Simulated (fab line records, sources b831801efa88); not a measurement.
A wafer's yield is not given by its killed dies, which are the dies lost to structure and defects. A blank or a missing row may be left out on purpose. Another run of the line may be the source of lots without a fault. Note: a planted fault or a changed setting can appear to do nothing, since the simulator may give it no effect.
Which tool did it? + flow sky130 + 6 lots with 18 wafers sampled at 4 steps, on a route of 708 steps

WHAT EACH GAUGE READ, for each wafer
SKY_PASSIVATION_THK_MEAS_03.
| lot  | measured     | on            | PASSIVATION_CVD_02_THK (nm) |
|------|--------------|---------------|-----------------------------|
| L831 | day 44 10:30 | film-metro-02 | 555 540 543                 |
| L836 | day 45 18:10 | film-metro-02 | 532 531 535                 |
| L843 | day 47 16:01 | film-metro-02 | 530 544 549                 |
| L847 | day 48 08:22 | film-metro-04 | 537 547 545                 |
| L850 | day 49 03:33 | film-metro-03 | 540 531 537                 |
| L852 | day 49 21:12 | film-metro-04 | 530 536 543                 |

WHAT TOOL EACH LOT RAN ON (gives the tool, then ch and the chambers of the sampled wafers, and finally the start)
| lot  | SKY_METAL1_SPUTTER_00        | SKY_VIA4_SPUTTER_17          | SKY_METAL5_SPUTTER_01        |
|------|------------------------------|------------------------------|------------------------------|
| L831 | pvd-sputter-04, day 32 01:53 | pvd-sputter-04, day 43 09:17 | pvd-sputter-02, day 43 10:01 |
| L836 | pvd-sputter-01, day 33 18:17 | pvd-sputter-04, day 44 18:46 | pvd-sputter-04, day 44 19:29 |
| L843 | pvd-sputter-03, day 36 01:58 | pvd-sputter-02, day 46 18:18 | pvd-sputter-04, day 46 19:01 |
| L847 | pvd-sputter-03, day 37 03:17 | pvd-sputter-01, day 47 11:07 | pvd-sputter-04, day 47 12:01 |
| L850 | pvd-sputter-03, day 38 03:05 | pvd-sputter-01, day 48 07:03 | pvd-sputter-03, day 48 07:46 |
| L852 | pvd-sputter-01, day 39 05:40 | pvd-sputter-02, day 49 01:05 | pvd-sputter-02, day 49 02:15 |
- SKY_METAL1_SPUTTER_00: material Ti, target thk 15 nm, time 10 s.
- SKY_VIA4_SPUTTER_17: material TiN, target thk 20 nm, time 80 s.
- SKY_METAL5_SPUTTER_01: material TiN, target thk 20 nm, time 16.7 s.

THE ANSWER, worked out from the rows above alone
Rule: the usual values come from the lots themselves. Put in order of their means at a reading, lots are off if they are a third of the lots or fewer, leave a main group of 4 or more, and stand apart from it by a gap of 3 or more times the standard deviation of the main group's means; of several such gaps the widest counts. Not used: any main group whose means are identical at the precision the tables above print for the reading. A lot without any number at a reading at which 4 lots or more have one is off too. Where the step has rows for the other lots, those lots are counted as sound.
Nothing can be told from this: no lot is off at any reading shown.

WHAT THE SIMULATOR HAD PUT IN
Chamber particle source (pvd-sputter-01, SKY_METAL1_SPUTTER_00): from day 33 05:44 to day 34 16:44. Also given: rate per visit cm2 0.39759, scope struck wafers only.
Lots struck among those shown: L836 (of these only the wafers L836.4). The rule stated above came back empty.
